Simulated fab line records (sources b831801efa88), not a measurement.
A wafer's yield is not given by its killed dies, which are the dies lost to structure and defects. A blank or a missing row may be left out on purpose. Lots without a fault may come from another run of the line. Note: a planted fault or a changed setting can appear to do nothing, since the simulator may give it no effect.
Which of the tools did it? / flow gf180mcu / 12 lots with 36 wafers sampled at 5 steps, on a route of 602 steps

## WHAT THE GAUGES READ, wafer by wafer
GF_VT_IMPLANT_RS_MEAS_48: a four-point-probe measurement. Usual: LVPWELL_RS typically reads 1198.0 ohm/sq, with standard deviation 2.9.
lot=L780; measured=day 7 12:56; on=film-metro-04; LVPWELL_RS (ohm/sq)=1198.6 1199.5 1200.9; flag=
lot=L781; measured=day 7 17:45; on=film-metro-01; LVPWELL_RS (ohm/sq)=1199.5 1200.7 1200.1; flag=
lot=L783; measured=day 8 10:44; on=film-metro-04; LVPWELL_RS (ohm/sq)=1199.7 1201.2 1198.9; flag=
lot=L784; measured=day 8 17:35; on=film-metro-02; LVPWELL_RS (ohm/sq)=1196.9 1198.9 1196.2; flag=
lot=L787; measured=day 9 14:29; on=film-metro-01; LVPWELL_RS (ohm/sq)=1193.8 1194.8 1193.0; flag=
lot=L788; measured=day 9 19:26; on=film-metro-01; LVPWELL_RS (ohm/sq)=1201.4 1197.2 1198.4; flag=
lot=L790; measured=day 10 08:41; on=film-metro-02; LVPWELL_RS (ohm/sq)=1197.2 1194.8 1195.5; flag=
lot=L791; measured=day 10 16:34; on=film-metro-02; LVPWELL_RS (ohm/sq)=1199.3 1196.4 1196.5; flag=
lot=L793; measured=day 11 08:45; on=film-metro-02; LVPWELL_RS (ohm/sq)=1196.1 1193.9 1195.8; flag=
lot=L794; measured=day 11 14:38; on=film-metro-01; LVPWELL_RS (ohm/sq)=1196.5 1196.7 1195.5; flag=
lot=L800; measured=day 13 04:31; on=film-metro-04; LVPWELL_RS (ohm/sq)=1215.7 1215.6 1219.3; flag=OFF
lot=L802; measured=day 13 18:32; on=film-metro-04; LVPWELL_RS (ohm/sq)=1216.5 1213.9 1214.6; flag=OFF

## WHICH TOOL RAN EACH LOT (tool, then ch and the chambers of the sampled wafers, then the start)
lot=L780; GF_STI_STRIP_15=plasma-asher-04 ch 0,1, day 2 01:23; GF_NWELL_STRIP_10=plasma-asher-01 ch 1, day 3 07:21; GF_LVPWELL_IMPLANT_09=implanter-01 ch 0, day 3 20:31; GF_MVSD_STRIP_10=plasma-asher-01 ch 0,1, day 4 10:43
lot=L781; GF_STI_STRIP_15=plasma-asher-03 ch 0,1, day 2 06:20; GF_NWELL_STRIP_10=plasma-asher-02 ch 0,1, day 3 12:38; GF_LVPWELL_IMPLANT_09=implanter-03 ch 0, day 4 01:48; GF_MVSD_STRIP_10=plasma-asher-03 ch 0,1, day 4 15:42
lot=L783; GF_STI_STRIP_15=plasma-asher-04 ch 0,1, day 2 17:48; GF_NWELL_STRIP_10=plasma-asher-03 ch 1, day 4 00:24; GF_LVPWELL_IMPLANT_09=implanter-02 ch 0, day 4 13:52; GF_MVSD_STRIP_10=plasma-asher-04 ch 1, day 5 04:11
lot=L784; GF_STI_STRIP_15=plasma-asher-01 ch 0,1, day 2 23:08; GF_NWELL_STRIP_10=plasma-asher-01 ch 0,1, day 4 06:42; GF_LVPWELL_IMPLANT_09=implanter-01 ch 0, day 4 19:53; GF_MVSD_STRIP_10=plasma-asher-01 ch 0,1, day 5 10:21
lot=L787; GF_STI_STRIP_15=plasma-asher-03 ch 0,1, day 3 15:35; GF_NWELL_STRIP_10=plasma-asher-01 ch 0,1, day 4 23:33; GF_LVPWELL_IMPLANT_09=implanter-03 ch 0, day 5 13:43; GF_MVSD_STRIP_10=plasma-asher-01 ch 0, day 6 04:35
lot=L788; GF_STI_STRIP_15=plasma-asher-03 ch 0,1, day 3 19:08; GF_NWELL_STRIP_10=plasma-asher-01 ch 0,1, day 5 03:11; GF_LVPWELL_IMPLANT_09=implanter-03 ch 0, day 5 18:16; GF_MVSD_STRIP_10=plasma-asher-04 ch 0,1, day 6 08:59
lot=L790; GF_STI_STRIP_15=plasma-asher-03 ch 0,1, day 4 05:20; GF_NWELL_STRIP_10=plasma-asher-01 ch 0,1, day 5 14:30; GF_LVPWELL_IMPLANT_09=implanter-02 ch 0, day 6 05:32; GF_MVSD_STRIP_10=plasma-asher-03 ch 0,1, day 6 20:49
lot=L791; GF_STI_STRIP_15=plasma-asher-03 ch 0,1, day 4 10:18; GF_NWELL_STRIP_10=plasma-asher-01 ch 0,1, day 5 19:06; GF_LVPWELL_IMPLANT_09=implanter-02 ch 0, day 6 10:23; GF_MVSD_STRIP_10=plasma-asher-01 ch 0,1, day 7 02:59
lot=L793; GF_STI_STRIP_15=plasma-asher-03 ch 0,1, day 4 20:58; GF_NWELL_STRIP_10=plasma-asher-02 ch 0,1, day 6 08:52; GF_LVPWELL_IMPLANT_09=implanter-02 ch 0, day 7 00:08; GF_MVSD_STRIP_10=plasma-asher-01 ch 0,1, day 7 16:27
lot=L794; GF_STI_STRIP_15=plasma-asher-01 ch 0, day 5 01:05; GF_NWELL_STRIP_10=plasma-asher-02 ch 1, day 6 13:40; GF_LVPWELL_IMPLANT_09=implanter-03 ch 0, day 7 05:23; GF_MVSD_STRIP_10=plasma-asher-04 ch 0,1, day 7 21:26
lot=L800; GF_STI_STRIP_15=plasma-asher-04 ch 0,1, day 6 08:15; GF_NWELL_STRIP_10=plasma-asher-01 ch 0,1, day 7 20:29; GF_LVPWELL_IMPLANT_09=implanter-02 ch 0, day 8 13:14; GF_MVSD_STRIP_10=plasma-asher-04 ch 0,1, day 9 07:04
lot=L802; GF_STI_STRIP_15=plasma-asher-04 ch 0,1, day 6 19:12; GF_NWELL_STRIP_10=plasma-asher-02 ch 0,1, day 8 07:53; GF_LVPWELL_IMPLANT_09=implanter-02 ch 0, day 9 00:05; GF_MVSD_STRIP_10=plasma-asher-03 ch 0,1, day 9 17:50
- GF_STI_STRIP_15: strips in O2/N2.
- GF_NWELL_STRIP_10: strips in O2/N2.
- GF_LVPWELL_IMPLANT_09
- GF_MVSD_STRIP_10: strips in O2/N2.

## WHAT THE TOOLS THEMSELVES READ (means of the sampled wafers that have a number; where no wafer has one, the mark that the record gives instead)
GF_STI_STRIP_15. Usual: drypump-motor-current-A 5.9 A, standard deviation 0.35; heater-power-w 337 W, standard deviation 18; oes-product-au 0.383 a.u., standard deviation 0.005; strip-time-to-endpoint-s 3.68 s, standard deviation 0.045.
lot=L780; tool=plasma-asher-04; drypump-motor-current-A (A)=6.2; heater-power-w (W)=334; oes-product-au (a.u.)=0.385; strip-time-to-endpoint-s (s)=3.65; flag=
lot=L781; tool=plasma-asher-03; drypump-motor-current-A (A)=5.6; heater-power-w (W)=334; oes-product-au (a.u.)=0.388; strip-time-to-endpoint-s (s)=3.67; flag=
lot=L783; tool=plasma-asher-04; drypump-motor-current-A (A)=6.2; heater-power-w (W)=329; oes-product-au (a.u.)=0.382; strip-time-to-endpoint-s (s)=3.65; flag=
lot=L784; tool=plasma-asher-01; drypump-motor-current-A (A)=5.7; heater-power-w (W)=324; oes-product-au (a.u.)=0.383; strip-time-to-endpoint-s (s)=3.71; flag=
lot=L787; tool=plasma-asher-03; drypump-motor-current-A (A)=5.6; heater-power-w (W)=340; oes-product-au (a.u.)=0.386; strip-time-to-endpoint-s (s)=3.67; flag=
lot=L788; tool=plasma-asher-03; drypump-motor-current-A (A)=5.6; heater-power-w (W)=345; oes-product-au (a.u.)=0.384; strip-time-to-endpoint-s (s)=3.63; flag=
lot=L790; tool=plasma-asher-03; drypump-motor-current-A (A)=5.6; heater-power-w (W)=340; oes-product-au (a.u.)=0.386; strip-time-to-endpoint-s (s)=3.71; flag=
lot=L791; tool=plasma-asher-03; drypump-motor-current-A (A)=5.6; heater-power-w (W)=347; oes-product-au (a.u.)=0.380; strip-time-to-endpoint-s (s)=3.67; flag=
lot=L793; tool=plasma-asher-03; drypump-motor-current-A (A)=5.8; heater-power-w (W)=350; oes-product-au (a.u.)=0.376; strip-time-to-endpoint-s (s)=3.68; flag=
lot=L794; tool=plasma-asher-01; drypump-motor-current-A (A)=5.7; heater-power-w (W)=307; oes-product-au (a.u.)=0.382; strip-time-to-endpoint-s (s)=3.72; flag=
lot=L800; tool=plasma-asher-04; drypump-motor-current-A (A)=6.2; heater-power-w (W)=337; oes-product-au (a.u.)=0.385; strip-time-to-endpoint-s (s)=3.68; flag=
lot=L802; tool=plasma-asher-04; drypump-motor-current-A (A)=6.2; heater-power-w (W)=327; oes-product-au (a.u.)=0.383; strip-time-to-endpoint-s (s)=3.62; flag=

GF_NWELL_STRIP_10. Usual: drypump-motor-current-A 5.57 A, standard deviation 0.29; heater-power-w 325 W, standard deviation 28; oes-product-au 0.723 a.u., standard deviation 0.0043; strip-time-to-endpoint-s 37.05 s, standard deviation 0.1.
lot=L780; tool=plasma-asher-01; drypump-motor-current-A (A)=5.78; heater-power-w (W)=365; oes-product-au (a.u.)=0.723; strip-time-to-endpoint-s (s)=36.91; flag=
lot=L781; tool=plasma-asher-02; drypump-motor-current-A (A)=5.31; heater-power-w (W)=296; oes-product-au (a.u.)=0.725; strip-time-to-endpoint-s (s)=37.08; flag=
lot=L783; tool=plasma-asher-03; drypump-motor-current-A (A)=5.32; heater-power-w (W)=337; oes-product-au (a.u.)=0.721; strip-time-to-endpoint-s (s)=37.05; flag=
lot=L784; tool=plasma-asher-01; drypump-motor-current-A (A)=5.74; heater-power-w (W)=334; oes-product-au (a.u.)=0.721; strip-time-to-endpoint-s (s)=36.80; flag=
lot=L787; tool=plasma-asher-01; drypump-motor-current-A (A)=5.77; heater-power-w (W)=338; oes-product-au (a.u.)=0.721; strip-time-to-endpoint-s (s)=37.20; flag=
lot=L788; tool=plasma-asher-01; drypump-motor-current-A (A)=5.77; heater-power-w (W)=343; oes-product-au (a.u.)=0.722; strip-time-to-endpoint-s (s)=36.96; flag=
lot=L790; tool=plasma-asher-01; drypump-motor-current-A (A)=5.75; heater-power-w (W)=347; oes-product-au (a.u.)=0.722; strip-time-to-endpoint-s (s)=37.08; flag=
lot=L791; tool=plasma-asher-01; drypump-motor-current-A (A)=5.77; heater-power-w (W)=329; oes-product-au (a.u.)=0.721; strip-time-to-endpoint-s (s)=36.97; flag=
lot=L793; tool=plasma-asher-02; drypump-motor-current-A (A)=5.24; heater-power-w (W)=305; oes-product-au (a.u.)=0.723; strip-time-to-endpoint-s (s)=37.05; flag=
lot=L794; tool=plasma-asher-02; drypump-motor-current-A (A)=5.16; heater-power-w (W)=316; oes-product-au (a.u.)=0.725; strip-time-to-endpoint-s (s)=37.14; flag=
lot=L800; tool=plasma-asher-01; drypump-motor-current-A (A)=5.76; heater-power-w (W)=326; oes-product-au (a.u.)=0.721; strip-time-to-endpoint-s (s)=37.03; flag=
lot=L802; tool=plasma-asher-02; drypump-motor-current-A (A)=5.24; heater-power-w (W)=305; oes-product-au (a.u.)=0.723; strip-time-to-endpoint-s (s)=37.12; flag=

GF_MVSD_STRIP_10. Usual: drypump-motor-current-A 5.9 A, standard deviation 0.33; heater-power-w 336 W, standard deviation 19; oes-product-au 0.723 a.u., standard deviation 0.0045; strip-time-to-endpoint-s 36.95 s, standard deviation 0.097.
lot=L780; tool=plasma-asher-01; drypump-motor-current-A (A)=5.7; heater-power-w (W)=328; oes-product-au (a.u.)=0.721; strip-time-to-endpoint-s (s)=36.89; flag=
lot=L781; tool=plasma-asher-03; drypump-motor-current-A (A)=5.8; heater-power-w (W)=350; oes-product-au (a.u.)=0.719; strip-time-to-endpoint-s (s)=36.93; flag=
lot=L783; tool=plasma-asher-04; drypump-motor-current-A (A)=6.2; heater-power-w (W)=333; oes-product-au (a.u.)=0.721; strip-time-to-endpoint-s (s)=37.01; flag=
lot=L784; tool=plasma-asher-01; drypump-motor-current-A (A)=5.8; heater-power-w (W)=347; oes-product-au (a.u.)=0.721; strip-time-to-endpoint-s (s)=37.08; flag=
lot=L787; tool=plasma-asher-01; drypump-motor-current-A (A)=5.8; heater-power-w (W)=305; oes-product-au (a.u.)=0.720; strip-time-to-endpoint-s (s)=36.85; flag=
lot=L788; tool=plasma-asher-04; drypump-motor-current-A (A)=6.2; heater-power-w (W)=329; oes-product-au (a.u.)=0.721; strip-time-to-endpoint-s (s)=36.94; flag=
lot=L790; tool=plasma-asher-03; drypump-motor-current-A (A)=5.6; heater-power-w (W)=344; oes-product-au (a.u.)=0.724; strip-time-to-endpoint-s (s)=36.95; flag=
lot=L791; tool=plasma-asher-01; drypump-motor-current-A (A)=5.8; heater-power-w (W)=341; oes-product-au (a.u.)=0.723; strip-time-to-endpoint-s (s)=36.95; flag=
lot=L793; tool=plasma-asher-01; drypump-motor-current-A (A)=5.8; heater-power-w (W)=343; oes-product-au (a.u.)=0.725; strip-time-to-endpoint-s (s)=37.08; flag=
lot=L794; tool=plasma-asher-04; drypump-motor-current-A (A)=6.2; heater-power-w (W)=329; oes-product-au (a.u.)=0.722; strip-time-to-endpoint-s (s)=37.06; flag=
lot=L800; tool=plasma-asher-04; drypump-motor-current-A (A)=6.2; heater-power-w (W)=327; oes-product-au (a.u.)=0.727; strip-time-to-endpoint-s (s)=36.93; flag=
lot=L802; tool=plasma-asher-03; drypump-motor-current-A (A)=5.6; heater-power-w (W)=343; oes-product-au (a.u.)=0.725; strip-time-to-endpoint-s (s)=36.84; flag=

## THE ANSWER, worked out from the rows above alone
Rule: a lot counts as off when the mean over its wafers that have a number is more than 3 standard deviations away from the usual mean. A lot without any number at a reading at which 4 lots or more have one is off too. Where the step has rows for the other lots, those lots are counted as sound. After the gauges, taken in route order, come the tools' own readings; for these a lot's mean is taken, as printed above. The first step at which some lot is off is used, and at that step the reading that is off furthest; a lot without a number counts as furthest.
Off: L800, L802, seen at GF_VT_IMPLANT_RS_MEAS_48 (LVPWELL_RS).
A tool fits if, at a process step before that reading, it ran every lot that is off, and no sound lot after the first of them. The gauges at GF_VT_IMPLANT_RS_MEAS_48 are tried like those tools. Can't be told from this: 3 tools fit, plasma-asher-04 at GF_STI_STRIP_15, implanter-02 at GF_LVPWELL_IMPLANT_09, film-metro-04 at GF_VT_IMPLANT_RS_MEAS_48.

## WHAT WAS PUT IN BY THE SIMULATOR
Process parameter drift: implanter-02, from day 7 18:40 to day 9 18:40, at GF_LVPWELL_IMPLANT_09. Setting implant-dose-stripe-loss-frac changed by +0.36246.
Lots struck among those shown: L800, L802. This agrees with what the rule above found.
